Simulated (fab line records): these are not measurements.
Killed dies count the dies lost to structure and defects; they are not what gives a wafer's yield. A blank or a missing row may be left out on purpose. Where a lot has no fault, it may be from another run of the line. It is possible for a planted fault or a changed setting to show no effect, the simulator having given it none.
Which tool did it? ; flow gf180mcu ; 13 lots, 39 wafers sampled, at 5 steps of a route of 602

== WHAT THE GAUGES SHOWED, per wafer ==
GF_V4_THK_MEAS_03. Usual: V4_CVD_02_THK typically reads 848 nm, with standard deviation 9.4.
lot;measured;on;V4_CVD_02_THK (nm);flag
L577;day 23 15:16;film metro-04;856 854 859;
L579;day 24 11:32;film metro-03;847 859 856;
L580;day 24 17:05;film metro-01;851 858 865;
L581;day 25 03:35;film metro-01;849 856 850;
L582;day 25 11:21;film metro-01;828 836 845;
L583;day 25 17:50;film metro-03;854 852 857;
L584;day 26 08:32;film metro-04;839 837 853;
L585;day 26 15:33;film metro-03;852 846 840;
L586;day 27 01:02;film metro-01;854 856 858;
L593;day 29 00:53;film metro-03;838 857 857;
L595;day 29 10:36;film metro-01;839 855 851;
L599;day 30 14:29;film metro-01;842 864 858;
L600;day 30 20:37;film metro-03;845 858 855;

GF_MIM_THK_MEAS_06. Usual: MIM_CVD_05_THK typically reads 42.1 nm, with standard deviation 0.52.
lot;measured;on;MIM_CVD_05_THK (nm);flag
L577;day 24 16:05;film metro-04;42.0 41.9 42.6;
L579;day 25 11:04;film metro-01;41.5 42.1 42.3;
L580;day 25 17:16;film metro-02;41.5 41.4 42.8;
L581;day 26 03:39;film metro-02;42.2 42.6 42.3;
L582;day 26 11:01;film metro-02;42.0 40.9 42.0;
L583;day 26 17:16;film metro-02;42.2 42.1 42.7;
L584;day 27 06:59;film metro-01;41.6 41.4 42.0;
L585;day 27 14:52;film metro-01;41.8 40.9 41.8;
L586;day 27 22:55;film metro-04;41.7 42.6 42.4;
L593;day 29 22:13;film metro-01;13.6 13.3 13.3;OFF
L595;day 30 07:18;film metro-01;13.1 13.2 13.5;OFF
L599;day 31 11:28;film metro-01;41.4 41.8 42.0;
L600;day 31 17:14;film metro-04;40.7 41.4 42.1;

== WHAT TOOL EACH LOT RAN ON (gives the tool, then ch and the chambers of the sampled wafers, and finally the start) ==
lot;GF_MIM_SPUTTER_01;GF_MIM_SPUTTER_03;GF_MIM_CVD_05
L577;pvd sputter-03, day 24 15:55;pvd sputter-03, day 24 15:58;pecvd-03 ch 0,1,2, day 24 16:03
L579;pvd sputter-02, day 25 10:55;pvd sputter-02, day 25 10:58;pecvd-02 ch 0,1,2, day 25 11:02
L580;pvd sputter-02, day 25 17:07;pvd sputter-02, day 25 17:10;pecvd-04 ch 0,1, day 25 17:14
L581;pvd sputter-01, day 26 03:30;pvd sputter-01, day 26 03:34;pecvd-03 ch 0,1,2, day 26 03:37
L582;pvd sputter-02, day 26 10:51;pvd sputter-02, day 26 10:55;pecvd-04 ch 0,1,2, day 26 10:58
L583;pvd sputter-01, day 26 17:07;pvd sputter-01, day 26 17:10;pecvd-03 ch 0,2, day 26 17:14
L584;pvd sputter-03, day 27 06:50;pvd sputter-03, day 27 06:53;pecvd-03 ch 0,2, day 27 06:57
L585;pvd sputter-02, day 27 14:42;pvd sputter-02, day 27 14:46;pecvd-02 ch 0,2, day 27 14:49
L586;pvd sputter-01, day 27 22:46;pvd sputter-01, day 27 22:49;pecvd-03 ch 0,1, day 27 22:53
L593;pvd sputter-03, day 29 22:03;pvd sputter-03, day 29 22:07;pecvd-03 ch 0,1,2, day 29 22:10
L595;pvd sputter-02, day 30 07:08;pvd sputter-02, day 30 07:12;pecvd-03 ch 0,1, day 30 07:16
L599;pvd sputter-03, day 31 11:18;pvd sputter-03, day 31 11:22;pecvd-04 ch 0,2, day 31 11:25
L600;pvd sputter-03, day 31 17:04;pvd sputter-03, day 31 17:08;pecvd-02 ch 0,1, day 31 17:11
- GF_MIM_SPUTTER_01: material TiN, target thk 30 nm, time 25 s.
- GF_MIM_SPUTTER_03: material Ti, target thk 10 nm, time 6.7 s.
- GF_MIM_CVD_05: deposits Si3N4, target thk 42 nm, time 29.086 s.

== AS READ BY THE TOOLS THEMSELVES (means over the sampled wafers that have a number; for cases with no such wafer, the mark the record gives instead) ==
GF_MIM_SPUTTER_01. Usual: 30.5 % for throttle valve pct, sd 1.2.
lot;tool;throttle valve pct (%);flag
L577;pvd sputter-03;30.4;
L579;pvd sputter-02;31.0;
L580;pvd sputter-02;31.5;
L581;pvd sputter-01;30.6;
L582;pvd sputter-02;30.5;
L583;pvd sputter-01;30.9;
L584;pvd sputter-03;30.6;
L585;pvd sputter-02;30.5;
L586;pvd sputter-01;30.9;
L593;pvd sputter-03;30.4;
L595;pvd sputter-02;31.7;
L599;pvd sputter-03;30.7;
L600;pvd sputter-03;30.5;

GF_MIM_SPUTTER_03. Usual: 30.5 % for throttle valve pct, sd 1.2.
lot;tool;throttle valve pct (%);flag
L577;pvd sputter-03;30.3;
L579;pvd sputter-02;30.8;
L580;pvd sputter-02;31.5;
L581;pvd sputter-01;30.7;
L582;pvd sputter-02;30.4;
L583;pvd sputter-01;30.8;
L584;pvd sputter-03;30.6;
L585;pvd sputter-02;30.6;
L586;pvd sputter-01;30.8;
L593;pvd sputter-03;30.3;
L595;pvd sputter-02;31.8;
L599;pvd sputter-03;30.6;
L600;pvd sputter-03;30.6;

GF_MIM_CVD_05. Usual: heater power w 645 W, standard deviation 58; temp max c 400.02 C, standard deviation 0.22.
lot;tool;heater power w (W);temp max c (C);flag
L577;pecvd-03;641;400.11;
L579;pecvd-02;666;399.88;
L580;pecvd-04;629;399.82;
L581;pecvd-03;641;399.69;
L582;pecvd-04;669;400.01;
L583;pecvd-03;610;400.04;
L584;pecvd-03;608;400.07;
L585;pecvd-02;619;400.07;
L586;pecvd-03;587;399.69;
L593;pecvd-03;623;400.12;
L595;pecvd-03;594;400.18;
L599;pecvd-04;688;399.99;
L600;pecvd-02;694;399.97;

== THE ANSWER, worked out from the rows above alone ==
Rule: take the mean of a lot's wafers that have a number; if it is more than 3 standard deviations from the usual mean, the lot is off. A lot without any number at a reading at which 4 lots or more have one is off too. Where the step has rows for the other lots, those lots are counted as sound. After the gauges, taken in route order, come the tools' own readings; for these a lot's mean is taken, as printed above. At the first step where some lot is off, the reading lying furthest off is the one used; lots without a number count as furthest.
Off: at GF_MIM_THK_MEAS_06 (MIM_CVD_05_THK), L593, L595.
If a tool, at a process step before that reading, ran all the lots that are off and no sound lot after the first of them, it fits. Gauges at GF_MIM_THK_MEAS_06: tried the same way as those tools. One candidate fits, namely pecvd-03 at GF_MIM_CVD_05. A fault onset in the window from L586 (day 27 22:53, its last sound lot) to L593 (day 29 22:10, its first lot off) fits.

== WHAT THE SIMULATOR HAD INSERTED ==
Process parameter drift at GF_MIM_CVD_05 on pecvd-03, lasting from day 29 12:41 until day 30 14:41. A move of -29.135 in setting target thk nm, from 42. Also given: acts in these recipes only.
Struck lots among those shown: L593, L595. This agrees with what the rule above found.
